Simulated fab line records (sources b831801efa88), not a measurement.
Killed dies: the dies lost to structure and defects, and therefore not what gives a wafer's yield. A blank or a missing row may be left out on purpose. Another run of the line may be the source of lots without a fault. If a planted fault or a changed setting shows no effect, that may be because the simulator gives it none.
Matching of chambers + flow gf180mcu + 4 sister chambers for GF_STI_ETCH_14 on rie si-01
The step etches Si in HBr/Cl2/O2, target depth 360 nm, time 102.9 s. 4 wafers are shown with their chamber, then 9 later ones without.

## WAFERS WITH THEIR CHAMBER
| wafer  | chamber | drypump motor current A (A) |
|--------|---------|-----------------------------|
| L858.4 | 0       | 5.2                         |
| L859.1 | 2       | 4.9                         |
| L859.2 | 3       | 4.9                         |
| L859.4 | 1       | 5.6                         |

## WAFERS WHOSE CHAMBER IS MISSING
| wafer  | drypump motor current A (A) |
|--------|-----------------------------|
| L861.2 | 5.2                         |
| L861.3 | 5.6                         |
| L861.4 | 5.2                         |
| L863.2 | 5.2                         |
| L863.4 | 5.7                         |
| L863.6 | 4.9                         |
| L865.1 | 4.9                         |
| L865.4 | 4.9                         |
| L865.6 | 4.9                         |

## THE CHAMBER EACH PASSED THROUGH
| wafer  | from the rows above     | in truth |
|--------|-------------------------|----------|
| L861.2 | 0                       | 0        |
| L861.3 | 1                       | 1        |
| L861.4 | 0                       | 0        |
| L863.2 | 0                       | 0        |
| L863.4 | 1                       | 1        |
| L863.6 | can't be placed: 2 or 3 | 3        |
| L865.1 | can't be placed: 2 or 3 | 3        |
| L865.4 | can't be placed: 2 or 3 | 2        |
| L865.6 | can't be placed: 2 or 3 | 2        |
Correctly placed: 5 of 9. From these rows, 4 cannot be placed; in 4 the true chamber is one of the candidates. Placed wrongly: 0.
How it was worked out, from the rows above alone: a wafer's distance from a chamber is the root of the sum, over the readings, of the square of ((its reading less the chamber's mean) divided by the reading's scatter). The wafer belongs to the nearest chamber; if the next one is less than 2 further off, it can't be placed. The mean given for a chamber averages the wafers shown for that chamber. The scatter: with one shown wafer a chamber, the root of the mean of the squares of how far each hidden wafer lies from its nearest shown one.
